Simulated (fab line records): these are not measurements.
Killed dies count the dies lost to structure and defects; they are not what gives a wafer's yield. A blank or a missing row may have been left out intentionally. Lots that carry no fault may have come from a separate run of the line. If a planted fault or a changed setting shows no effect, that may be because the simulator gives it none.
What tool caused it? | flow gf180mcu | 12 lots with 36 wafers sampled at 5 steps, on a route of 602 steps

WHAT THE GAUGES READ, wafer by wafer
GF_MIM_THK_MEAS_06. Usual: for MIM_CVD_05_THK the level is 42.0 nm and the standard deviation is 0.67.
lot  | measured     | on            | MIM_CVD_05_THK (nm) | flag
L237 | day 25 00:17 | film-metro-03 | 42.6 44.1 43.8      |
L238 | day 25 04:10 | film-metro-04 | 42.1 42.7 43.1      |
L239 | day 25 16:11 | film-metro-02 | 41.2 42.3 41.9      |
L245 | day 27 13:26 | film-metro-03 | 84.5 85.0 84.6      | OFF
L251 | day 29 14:43 | film-metro-02 | 84.4 84.0 85.2      | OFF
L252 | day 29 18:46 | film-metro-04 | 81.9 84.7 82.3      | OFF
L253 | day 30 10:37 | film-metro-02 | 41.2 41.8 42.7      |
L255 | day 30 15:22 | film-metro-03 | 41.9 41.4 41.5      |
L256 | day 30 22:48 | film-metro-03 | 40.5 41.8 42.1      |
L258 | day 31 08:13 | film-metro-04 | 41.6 42.2 41.5      |
L257 | day 31 10:28 | film-metro-03 | 41.3 42.0 41.4      |
L259 | day 31 15:13 | film-metro-03 | 42.0 42.2 41.6      |

TOOL THAT RAN EACH LOT (tool first, then ch and the chambers of the sampled wafers, then the start)
lot  | GF_V4_ETCH_16                      | GF_V4_STRIP_18                       | GF_V4_CVD_23                  | GF_MIM_CVD_05
L237 | rie-diel-01 ch 0,3, day 24 20:58   | plasma-asher-04 ch 0,1, day 24 21:05 | cvd-w-01 ch 0,1, day 24 21:44 | pecvd-03 ch 1,2, day 25 00:14
L238 | rie-diel-03 ch 0,1,3, day 25 02:31 | plasma-asher-02 ch 0,1, day 25 02:38 | cvd-w-01 ch 0,1, day 25 03:19 | pecvd-03 ch 0,2, day 25 04:08
L239 | rie-diel-01 ch 0,1,2, day 25 14:02 | plasma-asher-03 ch 0,1, day 25 14:10 | cvd-w-01 ch 0,1, day 25 15:08 | pecvd-01 ch 1,2, day 25 16:09
L245 | rie-diel-02 ch 0,1,2, day 27 11:38 | plasma-asher-03 ch 0,1, day 27 11:46 | cvd-w-02 ch 1, day 27 12:24   | pecvd-03 ch 0,1,2, day 27 13:13
L251 | rie-diel-03 ch 0,2,3, day 29 12:53 | plasma-asher-04 ch 0,1, day 29 13:01 | cvd-w-01 ch 0,1, day 29 13:41 | pecvd-03 ch 0,1,2, day 29 14:29
L252 | rie-diel-02 ch 1,2,3, day 29 16:41 | plasma-asher-03 ch 0,1, day 29 16:51 | cvd-w-01 ch 0,1, day 29 17:31 | pecvd-04 ch 0,2, day 29 18:31
L253 | rie-diel-03 ch 0,1,3, day 30 08:59 | plasma-asher-02 ch 0,1, day 30 09:09 | cvd-w-01 ch 0,1, day 30 09:47 | pecvd-01 ch 0,2, day 30 10:34
L255 | rie-diel-01 ch 0,2,3, day 30 13:38 | plasma-asher-03 ch 0,1, day 30 13:46 | cvd-w-02 ch 0,1, day 30 14:25 | pecvd-04 ch 0,1,2, day 30 15:13
L256 | rie-diel-02 ch 0,2,3, day 30 21:05 | plasma-asher-03 ch 0,1, day 30 21:13 | cvd-w-01 ch 1, day 30 21:51   | pecvd-04 ch 0,1, day 30 22:46
L258 | rie-diel-02 ch 1,2, day 31 06:35   | plasma-asher-02 ch 0,1, day 31 06:45 | cvd-w-02 ch 0,1, day 31 07:23 | pecvd-04 ch 0,1,2, day 31 08:10
L257 | rie-diel-02 ch 0,1,2, day 31 08:50 | plasma-asher-02 ch 0,1, day 31 08:58 | cvd-w-01 ch 0,1, day 31 09:36 | pecvd-01 ch 0,2, day 31 10:25
L259 | rie-diel-03 ch 0,3, day 31 13:35   | plasma-asher-03 ch 0,1, day 31 13:45 | cvd-w-01 ch 0,1, day 31 14:23 | pecvd-01 ch 0,1,2, day 31 15:10
- GF_V4_ETCH_16: etches BARC in N2/H2.
- GF_V4_STRIP_18: strips in O2/N2.
- GF_V4_CVD_23: deposits W, target thk 350 nm, time 104.9 s.
- GF_MIM_CVD_05: deposits Si3N4, target thk 42 nm, time 29.086 s.

WHAT THE TOOLS THEMSELVES READ (means of the sampled wafers that have a number; where no wafer has one, the mark that the record gives instead)
GF_V4_ETCH_16. Usual: drypump-motor-current-A 5.5 A, standard deviation 0.58; n2-flow-sccm 100.0 sccm, standard deviation 0.31; oes-product-au 0.855 a.u., standard deviation 0.0045; throttle-valve-pct 13.225 %, standard deviation 0.0092.
lot  | tool        | drypump-motor-current-A (A) | n2-flow-sccm (sccm) | oes-product-au (a.u.) | throttle-valve-pct (%) | flag
L237 | rie-diel-01 | 5.2                         | 100.0               | 0.858                 | 13.223                 |
L238 | rie-diel-03 | 5.9                         | 100.1               | 0.853                 | 13.228                 |
L239 | rie-diel-01 | 5.8                         | 99.7                | 0.854                 | 13.236                 |
L245 | rie-diel-02 | 5.1                         | 99.8                | 0.857                 | 13.232                 |
L251 | rie-diel-03 | 5.6                         | 100.2               | 0.853                 | 13.223                 |
L252 | rie-diel-02 | 5.1                         | 99.7                | 0.854                 | 13.226                 |
L253 | rie-diel-03 | 5.9                         | 99.9                | 0.858                 | 13.223                 |
L255 | rie-diel-01 | 5.3                         | 100.0               | 0.856                 | 13.221                 |
L256 | rie-diel-02 | 5.4                         | 100.0               | 0.855                 | 13.230                 |
L258 | rie-diel-02 | 4.9                         | 99.9                | 0.855                 | 13.217                 |
L257 | rie-diel-02 | 5.1                         | 100.0               | 0.857                 | 13.229                 |
L259 | rie-diel-03 | 5.8                         | 100.0               | 0.860                 | 13.221                 |

GF_V4_STRIP_18. Usual: drypump-motor-current-A 5.5 A, standard deviation 0.31; heater-power-w 312 W, standard deviation 32; n2-flow-sccm 300.0 sccm, standard deviation 0.92; oes-product-au 0.594 a.u., standard deviation 0.0045.
lot  | tool            | drypump-motor-current-A (A) | heater-power-w (W) | n2-flow-sccm (sccm) | oes-product-au (a.u.) | flag
L237 | plasma-asher-04 | 5.6                         | 344                | 300.4               | 0.589                 |
L238 | plasma-asher-02 | 5.7                         | 290                | 300.1               | 0.595                 |
L239 | plasma-asher-03 | 5.4                         | 309                | 299.7               | 0.591                 |
L245 | plasma-asher-03 | 5.4                         | 303                | 300.0               | 0.590                 |
L251 | plasma-asher-04 | 5.6                         | 345                | 299.1               | 0.587                 |
L252 | plasma-asher-03 | 5.3                         | 310                | 299.5               | 0.600                 |
L253 | plasma-asher-02 | 5.7                         | 293                | 299.8               | 0.595                 |
L255 | plasma-asher-03 | 5.3                         | 310                | 301.0               | 0.593                 |
L256 | plasma-asher-03 | 5.4                         | 306                | 300.4               | 0.596                 |
L258 | plasma-asher-02 | 5.7                         | 323                | 299.7               | 0.594                 |
L257 | plasma-asher-02 | 5.7                         | 324                | 300.1               | 0.595                 |
L259 | plasma-asher-03 | 5.3                         | 308                | 300.6               | 0.595                 |

GF_V4_CVD_23. Usual: chamber-pressure-Torr 39.99 Torr, standard deviation 0.09; heater-power-w 913 W, standard deviation 32.
lot  | tool     | chamber-pressure-Torr (Torr) | heater-power-w (W) | flag
L237 | cvd-w-01 | 40.05                        | 905                |
L238 | cvd-w-01 | 39.96                        | 893                |
L239 | cvd-w-01 | 40.09                        | 908                |
L245 | cvd-w-02 | 40.01                        | 939                |
L251 | cvd-w-01 | 40.09                        | 914                |
L252 | cvd-w-01 | 39.98                        | 898                |
L253 | cvd-w-01 | 40.01                        | 895                |
L255 | cvd-w-02 | 39.89                        | 952                |
L256 | cvd-w-01 | 39.98                        | 883                |
L258 | cvd-w-02 | 39.92                        | 934                |
L257 | cvd-w-01 | 39.94                        | 916                |
L259 | cvd-w-01 | 40.05                        | 915                |

GF_MIM_CVD_05. Usual: heater-power-w reads 652 W (standard deviation 88).
lot  | tool     | heater-power-w (W) | flag
L237 | pecvd-03 | 603                |
L238 | pecvd-03 | 608                |
L239 | pecvd-01 | 566                |
L245 | pecvd-03 | 611                |
L251 | pecvd-03 | 593                |
L252 | pecvd-04 | 636                |
L253 | pecvd-01 | 709                |
L255 | pecvd-04 | 699                |
L256 | pecvd-04 | 786                |
L258 | pecvd-04 | 669                |
L257 | pecvd-01 | 705                |
L259 | pecvd-01 | 626                |

THE ANSWER, worked out from the rows above alone
Rule: a lot counts as off when the mean over its wafers that have a number is more than 3 standard deviations away from the usual mean. Also off: a lot with no number at a reading for which 4 or more lots have one. The other lots that the step has rows for count as sound. The gauges are gone through in route order, then the tools' own readings, and for those a lot's mean is taken as printed above. At the first step where some lot is off, the reading lying furthest off is the one used; lots without a number count as furthest.
Off: L245, L251, L252, at GF_MIM_THK_MEAS_06 (MIM_CVD_05_THK).
If a tool, at a process step before that reading, ran all the lots that are off and no sound lot after the first of them, it fits. The gauges at GF_MIM_THK_MEAS_06 are tried like those tools. Of those tried, none fits.

WHAT THE SIMULATOR HAD PUT IN
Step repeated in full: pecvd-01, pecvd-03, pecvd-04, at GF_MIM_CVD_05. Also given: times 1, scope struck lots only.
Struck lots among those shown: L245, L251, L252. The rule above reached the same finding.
